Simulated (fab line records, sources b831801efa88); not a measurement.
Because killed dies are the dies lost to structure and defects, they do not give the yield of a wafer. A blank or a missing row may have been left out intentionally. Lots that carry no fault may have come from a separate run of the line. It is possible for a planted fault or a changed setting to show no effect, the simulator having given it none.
Matching of chambers    flow sky130    SKY_VIA4_CMP_02 on cmp-01 has 4 sister chambers
The step polishes SiO2. 16 wafers are shown with their chamber, then 8 later ones without.

## WAFERS WITH THEIR CHAMBER
wafer   chamber  motor current A (A)  retaining ring pressure frac  head pressure psi (psi)
L570.1  2        11.4                 0.996                         3.993
L570.5  2        11.5                 0.996                         4.007
L570.6  3        10.8                 0.995                         3.997
L572.1  0        11.8                 1.002                         4.002
L572.4  1        13.4                 0.992                         4.000
L572.5  3        11.1                 1.008                         3.997
L574.1  3        11.0                 1.000                         3.999
L574.3  1        13.0                 0.997                         4.002
L574.4  2        11.1                 0.998                         4.010
L575.2  2        11.3                 0.991                         3.982
L575.3  1        12.9                 1.004                         3.998
L575.4  0        12.0                 1.001                         3.998
L576.1  2        11.4                 0.989                         3.998
L576.3  1        13.0                 0.999                         4.008
L576.5  2        11.4                 0.986                         4.003
L577.2  2        12.0                 0.995                         4.000

SIGNATURES, as means of the wafers listed above
reading                       chamber 0  chamber 1  chamber 2  chamber 3  scatter within a chamber
motor current A               11.900     13.075     11.443     10.967     0.237
retaining ring pressure frac  1.00150    0.99800    0.99300    1.00100    0.0048
head pressure psi             4.00000    4.00200    3.99900    3.99767    0.00704
Rule: distance of a wafer from a chamber = root of the sum over the readings of ((wafer's reading minus chamber's mean) / reading's scatter) squared. The wafer belongs to the nearest chamber; if the next one is less than 2 further off, it can't be placed. How the scatter is found: for the shown wafers, subtract from each reading the mean of its chamber, square and add these, divide the total by (wafers less chambers), then take the root.

## WAFERS MISSING THEIR CHAMBER
wafer   motor current A (A)  retaining ring pressure frac  head pressure psi (psi)
L577.3  11.2                 1.002                         4.001
L577.4  13.6                 0.997                         3.991
L578.2  10.5                 1.000                         4.004
L578.4  13.2                 0.996                         3.989
L578.5  10.5                 1.010                         3.996
L583.1  11.3                 1.001                         3.986
L583.2  10.7                 0.997                         4.006
L583.5  13.5                 0.998                         3.997

## EACH ONE'S CHAMBER
wafer   from the rows above           in truth
L577.3  can't be placed: 3 or 2 or 0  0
L577.4  1                             1
L578.2  3                             3
L578.4  1                             1
L578.5  3                             3
L583.1  can't be placed: 3 or 2 or 0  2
L583.2  can't be placed: 3 or 2       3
L583.5  1                             1
Correct placement for 5 of the 8. Cannot be placed on the basis of these rows: 3; the candidates contain the true chamber in 3. Number placed wrongly: 0.
